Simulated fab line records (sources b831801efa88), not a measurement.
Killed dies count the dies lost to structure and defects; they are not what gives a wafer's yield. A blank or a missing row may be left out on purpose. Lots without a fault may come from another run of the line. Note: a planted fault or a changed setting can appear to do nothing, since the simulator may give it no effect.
Which tool is to blame? + flow sky130 + 12 lots, 35 wafers sampled, at 4 steps of a route of 708

== WHAT THE GAUGES SHOWED, per wafer ==
SKY_VIA2_THK_MEAS_01. Usual: VIA2_HDPCVD_THK typically reads 1187 nm, with standard deviation 11.
| lot  | measured     | on            | VIA2_HDPCVD_THK (nm) | flag |
|------|--------------|---------------|----------------------|------|
| L233 | day 35 10:24 | film_metro-04 | 1204 1211 1203       |      |
| L235 | day 36 00:57 | film_metro-04 | 1198 1184 1196       |      |
| L239 | day 37 11:37 | film_metro-01 | 1183 1177            |      |
| L240 | day 37 16:08 | film_metro-01 | 1190 1174 1180       |      |
| L242 | day 38 16:18 | film_metro-01 | 1198 1189 1193       |      |
| L248 | day 40 06:48 | film_metro-01 | 1194 1189 1185       |      |
| L249 | day 40 13:22 | film_metro-02 | 1174 1182 1170       |      |
| L250 | day 40 17:36 | film_metro-01 | 1196 1194 1187       |      |
| L251 | day 41 02:40 | film_metro-02 | 1189 1193 1191       |      |
| L253 | day 41 11:39 | film_metro-02 | 1180 1180 1167       |      |
| L254 | day 41 16:27 | film_metro-02 | 1177 1191 1191       |      |
| L255 | day 42 02:38 | film_metro-04 | 1190 1185 1178       |      |

== WHICH TOOL RAN EACH LOT (tool, then ch and the chambers of the sampled wafers, then the start) ==
| lot  | SKY_VIA1_ETCH_14                   | SKY_METAL2_SPUTTER_01        | SKY_METAL2_COAT_09                |
|------|------------------------------------|------------------------------|-----------------------------------|
| L233 | rie_diel-03 ch 0,1,2, day 34 06:06 | pvd_sputter-03, day 34 07:27 | litho_track-04 ch 0, day 34 20:53 |
| L235 | rie_diel-03 ch 1,2, day 34 20:27   | pvd_sputter-04, day 34 21:47 | litho_track-01 ch 0, day 35 10:07 |
| L239 | rie_diel-02 ch 1,2, day 36 07:15   | pvd_sputter-03, day 36 08:40 | litho_track-04 ch 0, day 36 20:49 |
| L240 | rie_diel-02 ch 0,3, day 36 11:41   | pvd_sputter-04, day 36 13:04 | litho_track-04 ch 0, day 37 02:20 |
| L242 | rie_diel-02 ch 0,1,2, day 37 12:01 | pvd_sputter-01, day 37 13:26 | litho_track-01 ch 0, day 38 02:04 |
| L248 | rie_diel-01 ch 0,1,2, day 39 03:39 | pvd_sputter-01, day 39 05:20 | litho_track-04 ch 0, day 39 17:29 |
| L249 | rie_diel-02 ch 0,1,2, day 39 11:54 | pvd_sputter-03, day 39 13:14 | litho_track-03 ch 0, day 40 01:02 |
| L250 | rie_diel-01 ch 1,3, day 39 15:06   | pvd_sputter-03, day 39 16:38 | litho_track-04 ch 0, day 40 04:35 |
| L251 | rie_diel-01 ch 0,1,3, day 39 20:23 | pvd_sputter-01, day 40 01:29 | litho_track-01 ch 0, day 40 12:24 |
| L253 | rie_diel-03 ch 1,2,3, day 40 08:24 | pvd_sputter-04, day 40 09:52 | litho_track-04 ch 0, day 40 22:43 |
| L254 | rie_diel-01 ch 1,2, day 40 14:07   | pvd_sputter-03, day 40 15:28 | litho_track-04 ch 0, day 41 03:31 |
| L255 | rie_diel-01 ch 0,1,2, day 40 23:48 | pvd_sputter-03, day 41 01:08 | litho_track-04 ch 0, day 41 12:29 |
- SKY_VIA1_ETCH_14: etches BARC in N2/H2, stops on SiO2, time 45.9 s, target depth 60 nm.
- SKY_METAL2_SPUTTER_01: material TiN, target thk 20 nm, time 16.7 s.
- SKY_METAL2_COAT_09: resist thk 60 nm.

== AS READ BY THE TOOLS THEMSELVES (means over the sampled wafers that have a number; for cases with no such wafer, the mark the record gives instead) ==
SKY_VIA1_ETCH_14. Usual: drypump_motor_current_A 5.8 A, standard deviation 0.44; oes_product_au 0.856 a.u., standard deviation 0.005; rf_fwd_power_W 494.8 W, standard deviation 1.8; throttle_valve_pct 13.225 %, standard deviation 0.009.
| lot  | tool        | drypump_motor_current_A (A) | oes_product_au (a.u.) | rf_fwd_power_W (W) | throttle_valve_pct (%) | flag |
|------|-------------|-----------------------------|-----------------------|--------------------|------------------------|------|
| L233 | rie_diel-03 | 5.6                         | 0.862                 | 495.5              | 13.229                 |      |
| L235 | rie_diel-03 | 5.3                         | 0.855                 | 494.9              | 13.218                 |      |
| L239 | rie_diel-02 | 5.9                         | 0.856                 | 493.3              | 13.229                 |      |
| L240 | rie_diel-02 | 5.8                         | 0.856                 | 495.6              | 13.223                 |      |
| L242 | rie_diel-02 | 5.8                         | 0.854                 | 495.8              | 13.229                 |      |
| L248 | rie_diel-01 | 6.1                         | 0.853                 | 493.5              | 13.236                 |      |
| L249 | rie_diel-02 | 5.8                         | 0.861                 | 494.9              | 13.221                 |      |
| L250 | rie_diel-01 | 5.6                         | 0.854                 | 493.2              | 13.227                 |      |
| L251 | rie_diel-01 | 5.8                         | 0.855                 | 495.0              | 13.230                 |      |
| L253 | rie_diel-03 | 5.6                         | 0.851                 | 493.6              | 13.225                 |      |
| L254 | rie_diel-01 | 5.8                         | 0.862                 | 494.7              | 13.222                 |      |
| L255 | rie_diel-01 | 6.1                         | 0.854                 | 494.4              | 13.227                 |      |

SKY_METAL2_SPUTTER_01. Usual: throttle_valve_pct 30.0 %, standard deviation 1.4.
| lot  | tool           | throttle_valve_pct (%) | flag |
|------|----------------|------------------------|------|
| L233 | pvd_sputter-03 | 29.7                   |      |
| L235 | pvd_sputter-04 | 29.2                   |      |
| L239 | pvd_sputter-03 | 31.2                   |      |
| L240 | pvd_sputter-04 | 31.4                   |      |
| L242 | pvd_sputter-01 | 30.3                   |      |
| L248 | pvd_sputter-01 | 30.2                   |      |
| L249 | pvd_sputter-03 | 30.7                   |      |
| L250 | pvd_sputter-03 | 31.1                   |      |
| L251 | pvd_sputter-01 | 30.0                   |      |
| L253 | pvd_sputter-04 | 30.4                   |      |
| L254 | pvd_sputter-03 | 28.6                   |      |
| L255 | pvd_sputter-03 | 30.5                   |      |

SKY_METAL2_COAT_09. Usual: spin_speed_rpm 3000.0 rpm, standard deviation 2.2.
| lot  | tool           | spin_speed_rpm (rpm) | flag |
|------|----------------|----------------------|------|
| L233 | litho_track-04 | 3000.2               |      |
| L235 | litho_track-01 | 3001.8               |      |
| L239 | litho_track-04 | 2893.0               | OFF  |
| L240 | litho_track-04 | 2897.0               | OFF  |
| L242 | litho_track-01 | 2999.5               |      |
| L248 | litho_track-04 | 3001.3               |      |
| L249 | litho_track-03 | 2999.4               |      |
| L250 | litho_track-04 | 3000.7               |      |
| L251 | litho_track-01 | 3000.7               |      |
| L253 | litho_track-04 | 2998.5               |      |
| L254 | litho_track-04 | 3000.4               |      |
| L255 | litho_track-04 | 3000.3               |      |

== THE ANSWER, worked out from the rows above alone ==
Rule: a lot is off if the mean of its wafers that have a number lies more than 3 standard deviations from the usual mean. Also off: a lot with no number at a reading for which 4 or more lots have one. Any other lot the step has rows for is counted as sound. After the gauges, taken in route order, come the tools' own readings; for these a lot's mean is taken, as printed above. The first step at which some lot is off is used, and at that step the reading that is off furthest; a lot without a number counts as furthest.
Off at SKY_METAL2_COAT_09 (spin_speed_rpm): L239, L240.
A tool fits if, at that step or a process step before it, it ran every lot that is off, and no sound lot after the first of them. Of those tried, none fits.

== WHAT THE SIMULATOR HAD PUT IN ==
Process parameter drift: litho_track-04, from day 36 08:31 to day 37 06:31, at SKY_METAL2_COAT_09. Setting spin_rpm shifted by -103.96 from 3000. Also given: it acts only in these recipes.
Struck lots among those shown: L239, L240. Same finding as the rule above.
